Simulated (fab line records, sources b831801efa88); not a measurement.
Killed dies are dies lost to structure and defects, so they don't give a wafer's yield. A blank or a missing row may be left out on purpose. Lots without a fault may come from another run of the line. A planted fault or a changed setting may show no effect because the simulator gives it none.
Which tool did it? | flow gf180mcu | 13 lots, 39 wafers sampled, at 3 steps of a route of 602

WHAT THE GAUGES READ, wafer by wafer
GF_V5_RS_MEAS_24: measures by four-point-probe. Usual: V5_W_RS 0.327 ohm/sq, standard deviation 0.0039.
lot  | measured     | on            | V5_W_RS (ohm/sq)  | flag
L697 | day 27 19:29 | film_metro-03 | 0.320 0.327 0.325 |
L698 | day 27 20:20 | film_metro-03 | 0.329 0.324 0.323 |
L699 | day 28 07:14 | film_metro-01 | 0.322 0.325 0.327 |
L701 | day 28 16:48 | film_metro-02 | 0.333 0.331 0.327 |
L702 | day 28 19:14 | film_metro-01 | 0.326 0.318 0.328 |
L705 | day 29 23:17 | film_metro-01 | 0.327 0.330 0.327 |
L707 | day 30 16:43 | film_metro-01 | 0.324 0.323 0.328 |
L713 | day 32 00:10 | film_metro-03 | 0.327 0.323 0.324 |
L714 | day 32 08:16 | film_metro-03 | 0.324 0.331 0.330 |
L716 | day 32 21:48 | film_metro-03 | 0.319 0.323 0.319 |
L717 | day 33 00:46 | film_metro-02 | 0.322 0.324 0.327 |
L719 | day 33 12:44 | film_metro-03 | 0.333 0.329 0.331 |
L720 | day 33 15:24 | film_metro-01 | 0.331 0.328 0.326 |

WHICH TOOL RAN EACH LOT (tool, then ch and the chambers of the sampled wafers, then the start)
lot  | GF_M2_SPUTTER_04             | GF_V5_SPUTTER_21
L697 | pvd_sputter-03, day 18 20:25 | pvd_sputter-04, day 27 19:14
L698 | pvd_sputter-01, day 18 21:25 | pvd_sputter-04, day 27 20:07
L699 | pvd_sputter-03, day 19 09:36 | pvd_sputter-04, day 28 07:00
L701 | pvd_sputter-03, day 19 22:59 | pvd_sputter-02, day 28 16:10
L702 | pvd_sputter-03, day 20 01:02 | pvd_sputter-04, day 28 18:59
L705 | pvd_sputter-04, day 21 10:53 | pvd_sputter-02, day 29 23:02
L707 | pvd_sputter-01, day 22 07:40 | pvd_sputter-02, day 30 16:29
L713 | pvd_sputter-01, day 24 00:17 | pvd_sputter-03, day 31 23:56
L714 | pvd_sputter-01, day 24 11:28 | pvd_sputter-03, day 32 08:03
L716 | pvd_sputter-04, day 25 08:11 | pvd_sputter-04, day 32 21:34
L717 | pvd_sputter-03, day 25 09:09 | pvd_sputter-02, day 33 00:34
L719 | pvd_sputter-04, day 26 00:22 | pvd_sputter-03, day 33 12:30
L720 | pvd_sputter-04, day 26 06:23 | pvd_sputter-02, day 33 15:06
- GF_M2_SPUTTER_04: material TiN, target thk 50 nm, time 41.7 s.
- GF_V5_SPUTTER_21: material Ti, target thk 15 nm, time 80.02 s.

WHAT THE TOOLS THEMSELVES READ (means of the sampled wafers that have a number; where no wafer has one, the mark that the record gives instead)
GF_M2_SPUTTER_04. Usual: throttle_valve_pct 30.5 %, standard deviation 0.75.
lot  | tool           | throttle_valve_pct (%) | flag
L697 | pvd_sputter-03 | 30.9                   |
L698 | pvd_sputter-01 | 29.6                   |
L699 | pvd_sputter-03 | 30.4                   |
L701 | pvd_sputter-03 | 31.1                   |
L702 | pvd_sputter-03 | 30.4                   |
L705 | pvd_sputter-04 | 31.2                   |
L707 | pvd_sputter-01 | 29.7                   |
L713 | pvd_sputter-01 | 29.8                   |
L714 | pvd_sputter-01 | 29.8                   |
L716 | pvd_sputter-04 | 30.9                   |
L717 | pvd_sputter-03 | 31.0                   |
L719 | pvd_sputter-04 | 31.1                   |
L720 | pvd_sputter-04 | 31.0                   |

GF_V5_SPUTTER_21. Usual: throttle_valve_pct 30.7 %, standard deviation 0.62.
lot  | tool           | throttle_valve_pct (%) | flag
L697 | pvd_sputter-04 | 31.2                   |
L698 | pvd_sputter-04 | 31.4                   |
L699 | pvd_sputter-04 | 31.2                   |
L701 | pvd_sputter-02 | 29.8                   |
L702 | pvd_sputter-04 | 30.8                   |
L705 | pvd_sputter-02 | 30.5                   |
L707 | pvd_sputter-02 | 30.2                   |
L713 | pvd_sputter-03 | 31.0                   |
L714 | pvd_sputter-03 | 30.4                   |
L716 | pvd_sputter-04 | 31.1                   |
L717 | pvd_sputter-02 | 30.4                   |
L719 | pvd_sputter-03 | 30.5                   |
L720 | pvd_sputter-02 | 31.0                   |

THE ANSWER, worked out from the rows above alone
Rule: a lot is off if the mean of its wafers that have a number lies more than 3 standard deviations from the usual mean. A lot without any number at a reading at which 4 lots or more have one is off too. The other lots that the step has rows for count as sound. The gauges are gone through in route order, then the tools' own readings, and for those a lot's mean is taken as printed above. The first step at which some lot is off is used, and at that step the reading that is off furthest; a lot without a number counts as furthest.
No lot is off at any reading shown: from this, nothing can be told.

WHAT THE SIMULATOR HAD PUT IN
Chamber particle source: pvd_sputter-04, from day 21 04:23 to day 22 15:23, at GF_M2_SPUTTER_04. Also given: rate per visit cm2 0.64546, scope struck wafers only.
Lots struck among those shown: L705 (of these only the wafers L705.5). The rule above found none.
